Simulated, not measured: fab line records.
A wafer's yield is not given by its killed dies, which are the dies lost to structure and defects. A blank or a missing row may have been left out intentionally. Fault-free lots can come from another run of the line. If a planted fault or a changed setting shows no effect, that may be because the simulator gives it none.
Problem report, 8D (eight disciplines) form, completed by code + flow gf180mcu + the parts of the form that need people (team, actions taken, sign-off) are left out

== 1. THE ISSUE ==
Mean of cdNm at GF_TOP_METAL_CD_MEAS_14: 421.9 nm across 6 wafers in 2 lots; on wafers with no fault it is 440.2 nm (standard deviation 2.6). Relative to the usual mean, that is a shift of -7.0 standard deviations.
The step: target cd 440 nm.
First observed at day 29 17:58: wafer L937.1, on cdSem-02. At this step, 42 wafers from 14 lots have a number in the record. By rule, "out" or "out of limits" means more than 4 standard deviations away from the usual mean. Any other wafer with a number is counted as sound.

== 2. WHAT THIS IS AND IS NOT ==
| question                    | is                     | is not                                                                                                         |
|-----------------------------|------------------------|----------------------------------------------------------------------------------------------------------------|
| which readings at this step | cdNm                   | -                                                                                                              |
| which lots                  | L937, L940             | L933, L934, L935, L936, L938, L944, L946, L947, L948, L952, L953, L954                                         |
| which wafers of those lots  | all that have a number | -                                                                                                              |
| read on which gauges        | cdSem-01, cdSem-02     | -                                                                                                              |
| when                        | from day 29 17:58      | up to then (12 sound wafers); but 24 sound wafers of L938, L944, L946, L947, L948, L952, L953, L954 came after |

== 3. THE SUSPECTS, EACH WITH WHAT RULES IT OUT ==
Counting: any tool at a process step up to the reading is kept as a suspect provided that every lot that is out went through it and no sound lot did after the first of them.
- the gauge at GF_TOP_METAL_CD_MEAS_14: ruled out. 2 gauges (cdSem-01, cdSem-02) read the wafers that are out.
- cvdW-01 at GF_V5_CVD_23 (deposits W, target thk 350 nm, time 104.9 s): ruled out as a lasting fault. Following L937 (day 28 22:16), the first lot on it that is out, the sound lots L944, L947, L948 were run on it.
- ilineStepper-01 at GF_TOP_METAL_EXPOSE_11 (exposes mask MetalTop, target cd 440 nm): ruled out as a lasting fault. Following L937 (day 29 08:54), the first lot on it that is out, the sound lots L948, L953, L954 were run on it.
Left after counting: nothing in the record.

== 4. THE CAUSE (what the simulator had put in) ==
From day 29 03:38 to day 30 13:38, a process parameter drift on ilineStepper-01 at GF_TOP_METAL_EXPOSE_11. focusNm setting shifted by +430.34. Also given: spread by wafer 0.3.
The count ruled it out by mistake, since the rule takes a fault to strike every lot its tool runs from the start of the fault on, and this one did not do so.

== 5. THE EFFECT CHAIN, in route order ==
Rows list readings where the struck wafers' mean (over those with a number) sits beyond 3 standard deviations from the usual. Scope: only readings with a usual standard deviation given in the record; hours: median across lots of the time from each lot's start at the first step in this table that gives one to its start at this step; sigmas: change in usual standard deviations.
| hours | step                    | reading | usual    | on struck wafers | change | sigmas |
|-------|-------------------------|---------|----------|------------------|--------|--------|
| 0     | GF_TOP_METAL_CD_MEAS_14 | cdNm    | 440.2 nm | 421.9            | -18.3  | -7.0   |

== 6. WHAT WOULD HAVE CAUGHT IT SOONER ==
14 hours passed between the start of the fault at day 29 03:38 and the first reading out of limits at a measuring or inspecting step in this record, taken at day 29 17:58.
